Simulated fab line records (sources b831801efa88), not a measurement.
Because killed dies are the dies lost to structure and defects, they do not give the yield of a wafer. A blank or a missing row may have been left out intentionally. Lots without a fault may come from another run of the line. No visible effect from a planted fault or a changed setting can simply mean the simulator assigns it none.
Which tool was responsible? | flow sky130 | 11 lots with 33 wafers sampled at 2 steps, on a route of 708 steps

WHAT EACH GAUGE READ, for each wafer
SKY_CAPM_THK_MEAS_01.
lot  | measured     | on            | CAPM_CVD_00_THK (nm)
L514 | day 36 01:53 | film-metro-01 | 15.18 15.44 15.64
L513 | day 36 03:05 | film-metro-03 | 15.58 15.50 15.77
L515 | day 36 19:40 | film-metro-01 | 15.79 15.68 15.82
L516 | day 37 00:22 | film-metro-03 | 15.12 15.38 15.16
L518 | day 38 13:49 | film-metro-01 | 15.76 15.66 15.60
L523 | day 39 06:57 | film-metro-03 | 15.61 15.51 15.65
L524 | day 39 22:59 | film-metro-01 | 15.73 15.75 15.69
L526 | day 40 13:29 | film-metro-03 | 15.50 15.24 15.78
L529 | day 41 08:26 | film-metro-03 | 15.27 15.53 15.51
L532 | day 41 23:47 | film-metro-02 | 15.17 15.66 15.90
L535 | day 42 14:37 | film-metro-01 | 15.26 15.23 15.48

SKY_METAL3_OVL_MEAS_14.
lot  | measured     | on         | METAL3_OVL (nm)
L514 | day 38 05:16 | overlay-02 | -5 4 -4
L513 | day 38 06:37 | overlay-02 | -2 -2 -17
L515 | day 38 22:28 | overlay-02 | 14 13 10
L516 | day 39 03:43 | overlay-02 | -1 -1 -4
L518 | day 40 15:29 | overlay-02 | 5 -1 1
L523 | day 41 07:22 | overlay-02 | -1 -6 -4
L524 | day 42 00:23 | overlay-02 | 2 -5 -1
L526 | day 42 16:28 | overlay-01 | -7 -2 -8
L529 | day 43 10:13 | overlay-01 | 8 7 4
L532 | day 43 21:47 | overlay-01 | 2 3 0
L535 | day 44 11:22 | overlay-01 | 6 7 14

EACH LOT AND THE TOOL THAT RAN IT (in order: tool; ch and the chambers of the sampled wafers; start)
There is no process step in the record ahead of these readings.

AS READ BY THE TOOLS THEMSELVES (means over the sampled wafers that have a number; for cases with no such wafer, the mark the record gives instead)
The record holds no such reading with a usual standard deviation.

THE ANSWER, worked out from the rows above alone
Rule: the lots themselves supply what counts as usual. Put in order of their means at a reading, lots are off if they are a third of the lots or fewer, leave a main group of 4 or more, and stand apart from it by a gap of 3 or more times the standard deviation of the main group's means; of several such gaps the widest counts. Not used: any main group whose means are identical at the precision the tables above print for the reading. A lot without any number at a reading at which 4 lots or more have one is off too. Where the step has rows for the other lots, those lots are counted as sound. The gauges are gone through in route order, then the tools' own readings, and for those a lot's mean is taken as printed above. The first step at which some lot is off is used, and at that step the reading that is off furthest; a lot without a number counts as furthest.
Across all readings shown, no lot is off: no conclusion can be drawn from this.

WHAT THE SIMULATOR HAD PUT IN
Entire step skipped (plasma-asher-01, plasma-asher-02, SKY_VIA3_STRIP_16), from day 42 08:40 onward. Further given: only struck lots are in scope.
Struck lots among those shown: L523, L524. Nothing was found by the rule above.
